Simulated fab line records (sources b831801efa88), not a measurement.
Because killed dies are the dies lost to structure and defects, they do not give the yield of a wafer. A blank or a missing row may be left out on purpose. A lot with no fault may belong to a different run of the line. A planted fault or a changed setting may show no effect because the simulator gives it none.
One fault seen from 2 desks | flow gf180mcu | what lay behind the numbers comes last; until then each desk has only its own

== TOOL OWNER'S DESK, lithoTrack-01 ==
Per lot that ran on this tool, the mean of the sampled wafers carrying a number, from the tool's own readings at GF_M4_SOFTBAKE_10 (time 60 s). A lot is out of limits, marked OUT, if its mean lies more than 4 standard deviations from the usual mean; the brackets give that distance.
Columns: A = heaterPowerTotalW at GF_M4_SOFTBAKE_10, usual 93.04 W; B = plateTempC at GF_M4_SOFTBAKE_10, usual 130.00 C
lot  | first seen here | A               | B
L597 | day 26 00:58    | 91.88 (-20) OUT | 128.70 (-9.3) OUT
L598 | day 26 11:10    | 91.88 (-20) OUT | 128.77 (-8.8) OUT
L606 | day 29 04:59    | 92.98           | 130.17
L607 | day 29 06:28    | 93.07           | 129.89
L609 | day 29 16:17    | 93.00           | 130.07
L611 | day 30 06:46    | 93.08           | 129.90
Finding of this desk: L597, L598 out of limits; the first was L597 at day 26 00:58, on heaterPowerTotalW at GF_M4_SOFTBAKE_10. Within limits: L606, L607, L609, L611.

== AT THE METROLOGY DESK ==
Means of the sampled wafers that have a number, per lot and without regard to the tool the lot ran on: this is what the gauges read. A lot is out of limits, marked OUT, if its mean lies more than 4 standard deviations from the usual mean; the brackets give that distance.
Columns: A = cdNm at GF_M3_CD_MEAS_14, usual 279.3 nm; B = cdNm at GF_M4_CD_MEAS_14, usual 279.8 nm
lot  | first seen here | A     | B
L589 | day 21 10:49    | 279.0 | 279.9
L590 | day 21 22:29    | 279.1 | 278.6
L597 | day 24 14:33    | 280.1 | 283.9
L598 | day 24 20:42    | 279.8 | 282.9
L602 | day 26 06:44    | 277.6 | 280.9
L604 | day 26 22:24    | 279.3 | 278.2
L605 | day 27 05:03    | 278.6 | 282.1
L606 | day 27 21:07    | 278.5 | 278.1
L607 | day 27 22:50    | 280.4 | 278.1
L608 | day 28 00:31    | 280.1 | 279.0
L609 | day 28 08:49    | 279.7 | 279.4
L611 | day 28 23:31    | 279.6 | 279.7
This desk's finding: nothing out of limits on any of the 12 lots.

== BROUGHT TOGETHER ==
On L597, L598, at day 26 00:58, an alarm was possible from the tool owner's desk.
The metrology desk saw nothing out of limits.
The metrology desk holds a record of L597, L598, inside its limits.
Every lot named ran GF_M4_SOFTBAKE_10 on lithoTrack-01.

== WHAT THE SIMULATOR HAD INSERTED ==
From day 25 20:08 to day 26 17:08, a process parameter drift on lithoTrack-01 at GF_M4_SOFTBAKE_10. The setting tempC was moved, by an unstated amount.
Shown lots that were struck: L597, L598.
How many hours passed from the start of the fault until each desk's first out-of-limits reading: the tool owner's desk, 5.
